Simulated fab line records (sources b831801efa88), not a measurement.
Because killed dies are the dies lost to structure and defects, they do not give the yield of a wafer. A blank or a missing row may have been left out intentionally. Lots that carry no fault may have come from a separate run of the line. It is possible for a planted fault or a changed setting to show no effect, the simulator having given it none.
Struck lot and sound lot, side by side || flow gf180mcu || 48 steps out of a route of 602
Sound: wafers L345.1, L345.2, L345.3. The struck wafers were L347.1, L347.4, L347.6. The cause is named last.
For every step that has rows: the tool of each side, followed by ch and its chambers, followed by its first start. Under that, the readings that differ: sound wafers || struck wafers || difference of the means || sigmas: that difference in standard deviations of wafers without a fault.
alike: words and numbers the same on both sides, and readings whose means are apart by under 2 such deviations; not compared: readings that were withheld, readings missing a value for some wafer, numbers with overlapping values and no deviation given by the record, and bounds like >300 which may hide the same value.
Wherever a step has rows on one side only, a row that says differs or no value, or a row with sigmas, the two part there. When numbers do not overlap yet have no deviation, they are printed without sigmas and do not part them. A reading missing from all wafers of one side parts the sides only when that side holds two or more wafers.

first, 1 step without rows for these wafers: GF_STI_OXIDATION_21 (stabilise 600 s, purge 300 s, target thk 15 nm).
GF_STI_THK_MEAS_22:
  sound on film-metro-04 at day 4 16:46; struck on film-metro-02 at day 5 06:38
  alike: STI_OXIDATION_01_THK
then, 1 step without rows for these wafers: GF_STI_CVD_23 (deposits SiO2, target thk 650 nm, time 108.3 s).
GF_STI_THK_MEAS_24:
  sound on film-metro-01 at day 4 16:55; struck on film-metro-04 at day 5 06:47
  alike: STI_CVD_23_THK
GF_STI_CMP_25: polishes, stops on Si3N4, t overpolish 33 s, target thk 524.6 nm.
  sound on cmp-02 ch 0,1,3, day 4 16:58; struck on cmp-02 ch 0,2,3, day 5 06:53
  alike: motor-current-A, overpolish-run-s, retaining-ring-pressure-frac, time-to-endpoint-s
then, 4 steps without rows for these wafers: GF_STI_WET_ETCH_26 (etches SiO2 in dHF, target depth 94 nm, time 188 s); GF_STI_WET_ETCH_27 (etches Si3N4 in H3PO4, target depth 160 nm, time 1825 s); GF_STI_WET_ETCH_28 (etches SiO2 in dHF, target depth 20 nm, time 40 s); GF_STI_OXIDATION_29 (stabilise 600 s, purge 300 s, target thk 10 nm).
GF_STI_THK_MEAS_30:
  sound on film-metro-02 at day 4 19:19; struck on film-metro-01 at day 5 09:22
  alike: STI_OXIDATION_02_THK
then, 2 steps without rows for these wafers: GF_DNWELL_DEHYDRATE_00 (time 60 s); GF_DNWELL_HMDS_01 (prime time 60 s).
GF_DNWELL_COAT_02: resist thk 3000 nm.
  sound on litho-track-03 ch 0, day 5 01:59; struck on litho-track-03, day 5 16:26
  no value came back on the struck wafers for chill-plate-temp-C (C), dispense-pressure-kPa (kPa), exhaust-pa (Pa); on the sound wafers chill-plate-temp-C (C) reads 23.01 23.00 23.00
then, 5 steps without rows for these wafers: GF_DNWELL_SOFTBAKE_03; GF_DNWELL_EXPOSE_04 (exposes mask DNWELL, target cd 1700 nm); GF_DNWELL_PEB_05; GF_DNWELL_DEVELOP_06 (develop time 60 s); GF_DNWELL_IMPLANT_07.
GF_DNWELL_STRIP_08: strips in O2/N2.
  sound on plasma-asher-02 ch 0,1, day 5 09:11; struck on plasma-asher-01 ch 0,1, day 6 00:10
  no value came back on the struck wafers for oes-product-au (a.u.), strip-time-to-endpoint-s (s); on the sound wafers oes-product-au (a.u.) reads 0.728 0.724 0.719
  alike: drypump-motor-current-A, heater-power-w, o2-flow-sccm
  not compared: rf-hours-counter-h
GF_DNWELL_TW_MEAS_09:
  sound on film-metro-02 at day 5 09:17; struck on film-metro-04 at day 6 00:16
  alike: DNWELL_TW
then, 7 steps without rows for these wafers: GF_NWELL_DEHYDRATE_00 (time 60 s); GF_NWELL_HMDS_01 (prime time 60 s); GF_NWELL_COAT_02 (resist thk 3000 nm); GF_NWELL_SOFTBAKE_03; GF_NWELL_EXPOSE_04 (exposes mask Nwell, target cd 860 nm); GF_NWELL_PEB_05; GF_NWELL_DEVELOP_06 (develop time 60 s).
GF_NWELL_OVL_MEAS_07:
  sound on overlay-02 at day 5 23:41; struck on overlay-02 at day 6 15:05
{"reading": "NWELL_OVL (nm)", "sound": "1.1 1.1 0.8", "struck": "3.9 4.1 4.3", "difference": "+3.1", "sigmas": "+2"}
then, 2 steps without rows for these wafers: GF_NWELL_IMPLANT_08; GF_NWELL_IMPLANT_09.
GF_NWELL_STRIP_10: strips in O2/N2.
  sound on plasma-asher-02 ch 0,1, day 6 00:01; struck on plasma-asher-04 ch 0,1, day 6 15:25
{"reading": "strip-time-to-endpoint-s (s)", "sound": "36.68 36.60 36.79", "struck": "36.97 37.01 36.93", "difference": "+0.28", "sigmas": "+3"}
  alike: drypump-motor-current-A, heater-power-w, o2-flow-sccm, oes-product-au
  not compared: rf-hours-counter-h
GF_NWELL_TW_MEAS_11:
  sound on film-metro-01 at day 6 00:07; struck on film-metro-01 at day 6 15:31
{"reading": "NWELL_TW", "sound": "1599 1602 1603", "struck": "1870 1877 1875", "difference": "+273", "sigmas": "+15"}
then, 7 steps without rows for these wafers: GF_LVPWELL_DEHYDRATE_00 (time 60 s); GF_LVPWELL_HMDS_01 (prime time 60 s); GF_LVPWELL_COAT_02 (resist thk 3000 nm); GF_LVPWELL_SOFTBAKE_03; GF_LVPWELL_EXPOSE_04 (exposes mask LVPWELL, target cd 600 nm); GF_LVPWELL_PEB_05; GF_LVPWELL_DEVELOP_06 (develop time 60 s).
GF_LVPWELL_OVL_MEAS_07:
  sound on overlay-02 at day 6 15:20; struck on overlay-01 at day 7 06:41
  alike: LVPWELL_OVL
then, 2 steps without rows for these wafers: GF_LVPWELL_IMPLANT_08; GF_LVPWELL_IMPLANT_09.
GF_LVPWELL_TW_MEAS_11:
  sound on film-metro-03 at day 6 15:47; struck on film-metro-02 at day 7 07:07
{"reading": "LVPWELL_TW", "sound": "571 567 570", "struck": "1387 1380 1376", "difference": "+812", "sigmas": "+99 or more"}
GF_MVSD_TW_MEAS_11:
  sound on film-metro-03 at day 7 08:07; struck on film-metro-03 at day 7 23:41
{"reading": "MVSD_TW", "sound": "1626 1633 1616", "struck": "1919 1905 1906", "difference": "+285", "sigmas": "+12"}
GF_MVPSD_TW_MEAS_11:
  sound on film-metro-02 at day 8 00:10; struck on film-metro-03 at day 8 16:35
{"reading": "MVPSD_TW", "sound": "551 550 555", "struck": "1411 1406 1405", "difference": "+855", "sigmas": "+99 or more"}
GF_VT_IMPLANT_TW_MEAS_10:
  sound on film-metro-01 at day 8 17:13; struck on film-metro-01 at day 9 09:01
{"reading": "VT_IMPLANT_TW", "sound": "566 570 566", "struck": "1392 1402 1395", "difference": "+829", "sigmas": "+99 or more"}
GF_VT_IMPLANT_TW_MEAS_21:
  sound on film-metro-01 at day 9 09:37; struck on film-metro-01 at day 10 02:55
{"reading": "VT_IMPLANT_2_TW", "sound": "1224 1224 1224", "struck": "1647 1638 1642", "difference": "+418", "sigmas": "+26"}
GF_VT_IMPLANT_TW_MEAS_32:
  sound on film-metro-03 at day 10 03:31; struck on film-metro-04 at day 10 20:37
{"reading": "VT_IMPLANT_3_TW", "sound": "276 275 275", "struck": "1355 1357 1355", "difference": "+1080", "sigmas": "+99 or more"}

## WHERE THEY PART
First at GF_DNWELL_COAT_02; last, within this record, at GF_VT_IMPLANT_TW_MEAS_32.

WHY: whatever the simulator had introduced
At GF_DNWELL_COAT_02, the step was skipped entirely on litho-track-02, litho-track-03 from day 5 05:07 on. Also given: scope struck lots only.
